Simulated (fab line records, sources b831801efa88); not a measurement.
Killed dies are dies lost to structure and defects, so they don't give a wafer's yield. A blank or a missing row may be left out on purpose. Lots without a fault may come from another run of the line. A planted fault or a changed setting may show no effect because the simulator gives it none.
Split-lot experiment | flow sky130 | 5 lots, 27 wafers read, on a route of 708 steps

THE SPLIT
At SKY_POLY_GATE_DEVELOP_12 (develop time 60 s), the setting develop_time_s was moved away from the recipe's 60 s on 6 of the 27 wafers read, by -37.9% to -34.9%. The other wafers ran this setting at the recipe's value.

FROM THE SPLIT TO THE READING: what the file shows between them, 5 steps
- SKY_POLY_GATE_CD_MEAS_13: target cd 150 nm
- SKY_POLY_GATE_ETCH_15: etches BARC in N2/H2, stops on SiO2, time 118.5 s, target depth 110 nm
- SKY_POLY_GATE_ETCH_16: etches Si3N4 in CH3F/O2, stops on poly-Si, time 147.5 s, target depth 75 nm
- SKY_POLY_GATE_ETCH_17: etches poly-Si in HBr/Cl2, stops on SiO2, target depth 180 nm, time 70.5 s
- SKY_POLY_GATE_OXIDATION_20: stabilise 600 s, purge 300 s, target thk 4 nm

THE READING
cd_nm, in nm, at SKY_POLY_GATE_CD_MEAS_22. Fault-free wafers of this fab line usually give 152 nm, standard deviation 3.5 nm.

wafer  | tool, chamber at the split | develop_time_s as run, s | against the recipe | cd_nm, nm | against lot-mates on the recipe
L078.2 | litho_track-01, 0          | 60                       | recipe             | 149       | -
L078.3 | litho_track-01, 0          | 60                       | recipe             | 149       | -
L078.4 | litho_track-01, 0          | 60                       | recipe             | 150       | -
L076.1 | litho_track-02, 0          | 60                       | recipe             | 154       | -
L076.2 | litho_track-02, 0          | 37.29                    | -37.9%             | 161       | +10
L076.3 | litho_track-02, 0          | 60                       | recipe             | 152       | -
L076.4 | litho_track-02, 0          | 60                       | recipe             | 148       | -
L076.5 | litho_track-02, 0          | 37.29                    | -37.9%             | 163       | +12
L076.6 | litho_track-02, 0          | 37.29                    | -37.9%             | 161       | +10
L080.1 | litho_track-02, 0          | 60                       | recipe             | 149       | -
L080.2 | litho_track-02, 0          | 60                       | recipe             | 151       | -
L080.3 | litho_track-02, 0          | 60                       | recipe             | 152       | -
L080.4 | litho_track-02, 0          | 60                       | recipe             | 148       | -
L080.5 | litho_track-02, 0          | 60                       | recipe             | 150       | -
L080.6 | litho_track-02, 0          | 60                       | recipe             | 149       | -
L082.1 | litho_track-03, 0          | 60                       | recipe             | 155       | -
L082.2 | litho_track-03, 0          | 60                       | recipe             | 155       | -
L082.3 | litho_track-03, 0          | 60                       | recipe             | 151       | -
L082.4 | litho_track-03, 0          | 60                       | recipe             | 152       | -
L082.5 | litho_track-03, 0          | 60                       | recipe             | 155       | -
L082.6 | litho_track-03, 0          | 60                       | recipe             | 152       | -
L085.1 | litho_track-03, 0          | 60                       | recipe             | 146       | -
L085.2 | litho_track-03, 0          | 60                       | recipe             | 150       | -
L085.3 | litho_track-03, 0          | 39.06                    | -34.9%             | 156       | +7
L085.4 | litho_track-03, 0          | 60                       | recipe             | 151       | -
L085.5 | litho_track-03, 0          | 39.06                    | -34.9%             | 156       | +7
L085.6 | litho_track-03, 0          | 39.06                    | -34.9%             | 155       | +6

THE FIT
A straight line over all 27 wafers: cd_nm changes by -0.219 nm for each +1% of develop_time_s; r = -0.80; the points scatter about the line by 2.6 nm.
The same after taking each lot's own level away (the mean of its wafers on the recipe; 27 wafers): -0.236 nm for each +1%; r = -0.90; scatter 1.8 nm.
On that fit, the largest move of develop_time_s shifts the reading by 8.9 nm.
The lots' own levels span 149.0 to 153.3 nm, that is 1.2 times the standard deviation above.
So the lot-to-lot level blurs the effect unless lot-mates are compared.
Check: with one of the wafers moved furthest among these (-37.9%) left out of the fit, the line predicts +8.74 nm for it against its lot-mates. It came out at +9.67 nm against them.

OTHER SPLITS ON THESE WAFERS
These wafers also went through other splits before the reading. Each is held against what the fit with the lots' levels taken away leaves over:
other split on the same wafers       | wafers away from the commonest value | r with cd_nm (lot level and that fit taken away)
SKY_FIELD_ISO_OXIDATION_01 ox_time_s | 21                                   | -0.08
SKY_FIELD_ISO_OXIDATION_22 ox_time_s | 18                                   | -0.18
SKY_SONOS_ONO_CVD_04 time_s          | 18                                   | +0.10

THE WHOLE CHAIN: every reading that the file lists as answering this split, in the file's order
step                     | what it does                                                           | reading                                                          | change (the file's fit)               | r (the file's)
SKY_POLY_GATE_CD_MEAS_13 | target cd 150 nm                                                       | cd_nm                                                            | -0.219 nm for each +1% of the setting | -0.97
SKY_POLY_GATE_ETCH_15    | etches BARC in N2/H2, stops on SiO2, time 118.5 s, target depth 110 nm | POLY_GATE.cd_nm (the simulator's own value, which no gauge read) | -0.241 nm for each +1% of the setting | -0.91
SKY_POLY_GATE_CD_MEAS_22 |                                                                        | cd_nm                                                            | -0.241 nm for each +1% of the setting | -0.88

THE FILE'S OWN FIT
cd_nm changes by -0.241 nm for each +1% of develop_time_s, r = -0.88.
